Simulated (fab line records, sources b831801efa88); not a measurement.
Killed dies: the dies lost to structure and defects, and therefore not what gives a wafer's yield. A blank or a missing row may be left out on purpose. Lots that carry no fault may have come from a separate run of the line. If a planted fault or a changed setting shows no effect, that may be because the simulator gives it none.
What tool caused it? || flow gf180mcu || 12 lots with 36 wafers sampled at 5 steps, on a route of 602 steps

== WHAT EACH GAUGE READ, for each wafer ==
GF_CONTACT_THK_MEAS_03.
{"lot": "L577", "measured": "day 15 02:51", "on": "film-metro-04", "CONTACT_CVD_02_THK (nm)": "864 864 861"}
{"lot": "L578", "measured": "day 15 13:41", "on": "film-metro-04", "CONTACT_CVD_02_THK (nm)": "851 861 872"}
{"lot": "L579", "measured": "day 15 19:11", "on": "film-metro-01", "CONTACT_CVD_02_THK (nm)": "843 869 851"}
{"lot": "L580", "measured": "day 16 06:10", "on": "film-metro-04", "CONTACT_CVD_02_THK (nm)": "854 874 870"}
{"lot": "L581", "measured": "day 16 13:08", "on": "film-metro-04", "CONTACT_CVD_02_THK (nm)": "853 861 869"}
{"lot": "L582", "measured": "day 16 23:13", "on": "film-metro-01", "CONTACT_CVD_02_THK (nm)": "851 851 861"}
{"lot": "L586", "measured": "day 18 05:28", "on": "film-metro-04", "CONTACT_CVD_02_THK (nm)": "858 854 869"}
{"lot": "L587", "measured": "day 18 21:53", "on": "film-metro-04", "CONTACT_CVD_02_THK (nm)": "851 866 872"}
{"lot": "L590", "measured": "day 19 22:23", "on": "film-metro-01", "CONTACT_CVD_02_THK (nm)": "837 862 856"}
{"lot": "L592", "measured": "day 20 17:26", "on": "film-metro-02", "CONTACT_CVD_02_THK (nm)": "829 847 849"}
{"lot": "L594", "measured": "day 21 08:01", "on": "film-metro-01", "CONTACT_CVD_02_THK (nm)": "831 850 857"}
{"lot": "L598", "measured": "day 22 12:37", "on": "film-metro-01", "CONTACT_CVD_02_THK (nm)": "856 869 856"}

GF_M1_CD_MEAS_14: target cd 230 nm.
{"lot": "L577", "measured": "day 17 00:52", "on": "cd-sem-02", "cd-nm (nm)": "231.1 230.5 230.8"}
{"lot": "L578", "measured": "day 17 12:46", "on": "cd-sem-01", "cd-nm (nm)": "229.3 230.6 229.7"}
{"lot": "L579", "measured": "day 17 18:23", "on": "cd-sem-01", "cd-nm (nm)": "229.9 230.1 228.6"}
{"lot": "L580", "measured": "day 18 05:11", "on": "cd-sem-01", "cd-nm (nm)": "229.1 229.7 228.6"}
{"lot": "L581", "measured": "day 18 12:57", "on": "cd-sem-02", "cd-nm (nm)": "228.8 228.9 229.3"}
{"lot": "L582", "measured": "day 18 23:10", "on": "cd-sem-02", "cd-nm (nm)": "229.3 229.1 231.2"}
{"lot": "L586", "measured": "day 20 07:22", "on": "cd-sem-02", "cd-nm (nm)": "189.3 213.3 227.7"}
{"lot": "L587", "measured": "day 21 00:31", "on": "cd-sem-02", "cd-nm (nm)": "203.8 194.0 220.3"}
{"lot": "L590", "measured": "day 22 00:28", "on": "cd-sem-01", "cd-nm (nm)": "231.6 230.7 231.0"}
{"lot": "L592", "measured": "day 22 18:11", "on": "cd-sem-02", "cd-nm (nm)": "229.3 229.4 229.3"}
{"lot": "L594", "measured": "day 23 08:49", "on": "cd-sem-01", "cd-nm (nm)": "228.1 229.3 229.9"}
{"lot": "L598", "measured": "day 24 10:55", "on": "cd-sem-02", "cd-nm (nm)": "229.6 227.9 229.3"}

GF_M1_OVL_MEAS_15.
{"lot": "L577", "measured": "day 17 00:58", "on": "overlay-01", "M1_OVL (nm)": "0 -5 -3"}
{"lot": "L578", "measured": "day 17 12:53", "on": "overlay-02", "M1_OVL (nm)": "5 -5 1"}
{"lot": "L579", "measured": "day 17 18:29", "on": "overlay-01", "M1_OVL (nm)": "-4 -1 -4"}
{"lot": "L580", "measured": "day 18 05:18", "on": "overlay-01", "M1_OVL (nm)": "-9 -4 1"}
{"lot": "L581", "measured": "day 18 13:02", "on": "overlay-01", "M1_OVL (nm)": "-4 0 -4"}
{"lot": "L582", "measured": "day 18 23:17", "on": "overlay-02", "M1_OVL (nm)": "0 -2 2"}
{"lot": "L586", "measured": "day 20 07:29", "on": "overlay-01", "M1_OVL (nm)": "-2 -12 -2"}
{"lot": "L587", "measured": "day 21 00:36", "on": "overlay-01", "M1_OVL (nm)": "-8 -3 1"}
{"lot": "L590", "measured": "day 22 00:35", "on": "overlay-01", "M1_OVL (nm)": "3 1 6"}
{"lot": "L592", "measured": "day 22 18:16", "on": "overlay-02", "M1_OVL (nm)": "-6 4 -6"}
{"lot": "L594", "measured": "day 23 08:56", "on": "overlay-02", "M1_OVL (nm)": "-12 -5 -5"}
{"lot": "L598", "measured": "day 24 11:02", "on": "overlay-02", "M1_OVL (nm)": "-13 5 -8"}

== EACH LOT AND THE TOOL THAT RAN IT (in order: tool; ch and the chambers of the sampled wafers; start) ==
{"lot": "L577", "GF_CONTACT_ETCH_17": "rie-diel-04 ch 0,1,2, day 16 13:46 or earlier", "GF_M1_EXPOSE_11": "krf-scanner-02 ch 0, day 16 13:46"}
{"lot": "L578", "GF_CONTACT_ETCH_17": "rie-diel-04 ch 0,1,2, day 17 01:35 or earlier", "GF_M1_EXPOSE_11": "krf-scanner-01 ch 0, day 17 01:35"}
{"lot": "L579", "GF_CONTACT_ETCH_17": "rie-diel-03 ch 2,3, day 17 06:50 or earlier", "GF_M1_EXPOSE_11": "krf-scanner-01 ch 0, day 17 06:50"}
{"lot": "L580", "GF_CONTACT_ETCH_17": "rie-diel-02 ch 0,1, day 17 18:00 or earlier", "GF_M1_EXPOSE_11": "krf-scanner-02 ch 0, day 17 18:00"}
{"lot": "L581", "GF_CONTACT_ETCH_17": "rie-diel-03 ch 1,2, day 18 01:11 or earlier", "GF_M1_EXPOSE_11": "krf-scanner-01 ch 0, day 18 01:11"}
{"lot": "L582", "GF_CONTACT_ETCH_17": "rie-diel-02 ch 1,2, day 18 11:21 or earlier", "GF_M1_EXPOSE_11": "krf-scanner-02 ch 0, day 18 11:21"}
{"lot": "L586", "GF_CONTACT_ETCH_17": "rie-diel-02 ch 0,1,2, day 19 19:57 or earlier", "GF_M1_EXPOSE_11": "krf-scanner-02 ch 0, day 19 19:57"}
{"lot": "L587", "GF_CONTACT_ETCH_17": "rie-diel-03 ch 1,2, day 20 12:42 or earlier", "GF_M1_EXPOSE_11": "krf-scanner-02 ch 0, day 20 12:42"}
{"lot": "L590", "GF_CONTACT_ETCH_17": "rie-diel-02 ch 2,3, day 21 12:38 or earlier", "GF_M1_EXPOSE_11": "krf-scanner-01 ch 0, day 21 12:38"}
{"lot": "L592", "GF_CONTACT_ETCH_17": "rie-diel-02 ch 2,3, day 22 07:04 or earlier", "GF_M1_EXPOSE_11": "krf-scanner-01 ch 0, day 22 07:04"}
{"lot": "L594", "GF_CONTACT_ETCH_17": "rie-diel-02 ch 0,2, day 22 21:30 or earlier", "GF_M1_EXPOSE_11": "krf-scanner-01 ch 0, day 22 21:30"}
{"lot": "L598", "GF_CONTACT_ETCH_17": "rie-diel-03 ch 0,3, day 24 01:27 or earlier", "GF_M1_EXPOSE_11": "krf-scanner-01 ch 0, day 24 01:27"}
- GF_CONTACT_ETCH_17: etches SiO2 in C4F8/O2/Ar, stops on CoSi2, target depth 860 nm.
- GF_M1_EXPOSE_11: exposes mask Metal1, target cd 230 nm.

== WHAT THE TOOLS THEMSELVES READ (means of the sampled wafers that have a number; where no wafer has one, the mark that the record gives instead) ==
GF_CONTACT_ETCH_17.
{"lot": "L577", "tool": "rie-diel-04", "chamber-pressure-mTorr (mTorr)": 40.02, "oes-product-au (a.u.)": 0.811}
{"lot": "L578", "tool": "rie-diel-04", "chamber-pressure-mTorr (mTorr)": 39.99, "oes-product-au (a.u.)": 0.813}
{"lot": "L579", "tool": "rie-diel-03", "chamber-pressure-mTorr (mTorr)": 39.97, "oes-product-au (a.u.)": 0.817}
{"lot": "L580", "tool": "rie-diel-02", "chamber-pressure-mTorr (mTorr)": 40.01, "oes-product-au (a.u.)": 0.812}
{"lot": "L581", "tool": "rie-diel-03", "chamber-pressure-mTorr (mTorr)": 40.04, "oes-product-au (a.u.)": 0.818}
{"lot": "L582", "tool": "rie-diel-02", "chamber-pressure-mTorr (mTorr)": 39.99, "oes-product-au (a.u.)": 0.819}
{"lot": "L586", "tool": "rie-diel-02", "chamber-pressure-mTorr (mTorr)": 40.01, "oes-product-au (a.u.)": 0.813}
{"lot": "L587", "tool": "rie-diel-03", "chamber-pressure-mTorr (mTorr)": 39.97, "oes-product-au (a.u.)": 0.815}
{"lot": "L590", "tool": "rie-diel-02", "chamber-pressure-mTorr (mTorr)": 40.01, "oes-product-au (a.u.)": 0.814}
{"lot": "L592", "tool": "rie-diel-02", "chamber-pressure-mTorr (mTorr)": 40.02, "oes-product-au (a.u.)": 0.813}
{"lot": "L594", "tool": "rie-diel-02", "chamber-pressure-mTorr (mTorr)": 39.99, "oes-product-au (a.u.)": 0.811}
{"lot": "L598", "tool": "rie-diel-03", "chamber-pressure-mTorr (mTorr)": 40.03, "oes-product-au (a.u.)": 0.815}

GF_M1_EXPOSE_11.
{"lot": "L577", "tool": "krf-scanner-02", "exposure-dose-mJ-cm2": 28.08}
{"lot": "L578", "tool": "krf-scanner-01", "exposure-dose-mJ-cm2": 28.37}
{"lot": "L579", "tool": "krf-scanner-01", "exposure-dose-mJ-cm2": 28.36}
{"lot": "L580", "tool": "krf-scanner-02", "exposure-dose-mJ-cm2": 28.06}
{"lot": "L581", "tool": "krf-scanner-01", "exposure-dose-mJ-cm2": 28.34}
{"lot": "L582", "tool": "krf-scanner-02", "exposure-dose-mJ-cm2": 28.04}
{"lot": "L586", "tool": "krf-scanner-02", "exposure-dose-mJ-cm2": 26.62}
{"lot": "L587", "tool": "krf-scanner-02", "exposure-dose-mJ-cm2": 25.47}
{"lot": "L590", "tool": "krf-scanner-01", "exposure-dose-mJ-cm2": 28.31}
{"lot": "L592", "tool": "krf-scanner-01", "exposure-dose-mJ-cm2": 28.36}
{"lot": "L594", "tool": "krf-scanner-01", "exposure-dose-mJ-cm2": 28.34}
{"lot": "L598", "tool": "krf-scanner-01", "exposure-dose-mJ-cm2": 28.34}

== THE ANSWER, worked out from the rows above alone ==
Rule: what is usual is taken from the lots themselves. Put in order of their means at a reading, lots are off if they are a third of the lots or fewer, leave a main group of 4 or more, and stand apart from it by a gap of 3 or more times the standard deviation of the main group's means; of several such gaps the widest counts. Not used: any main group whose means are identical at the precision the tables above print for the reading. Also off: a lot with no number at a reading for which 4 or more lots have one. Where the step has rows for the other lots, those lots are counted as sound. First the gauges in route order, then the tools' own readings, where a lot's mean is used as printed above. At the first step where some lot is off, the reading lying furthest off is the one used; lots without a number count as furthest.
Off, at GF_M1_CD_MEAS_14 on cd-nm: L586, L587. Mean 229.7 nm and standard deviation 0.72 in the main group.
A tool fits if, at a process step before that reading, it ran every lot that is off, and no sound lot after the first of them. Not tried: the gauges at GF_M1_CD_MEAS_14; whatever is off there is also off at GF_M1_EXPOSE_11, on other tools, and gauge error can't account for it. With no start given for some of its lots, GF_CONTACT_ETCH_17 uses the hours and lot order of GF_M1_EXPOSE_11. One candidate fits, namely krf-scanner-02 at GF_M1_EXPOSE_11. A fault onset in the window from L582 (day 18 11:21, its last sound lot) to L586 (day 19 19:57, its first lot off) fits.
On the lots that are off, the tool's own readings at GF_M1_EXPOSE_11 differ by more than 5 times the standard deviation of the sound lots' means, which bears it out; exposure-dose-mJ-cm2 reads 26.05 there versus 28.26 on the sound lots.

== WHAT THE SIMULATOR HAD INSERTED ==
Process parameter drift: krf-scanner-02, from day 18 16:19 on, at GF_M1_EXPOSE_11. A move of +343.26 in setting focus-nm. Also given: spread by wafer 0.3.
Struck lots among those shown: L586, L587. This agrees with what the rule above found.
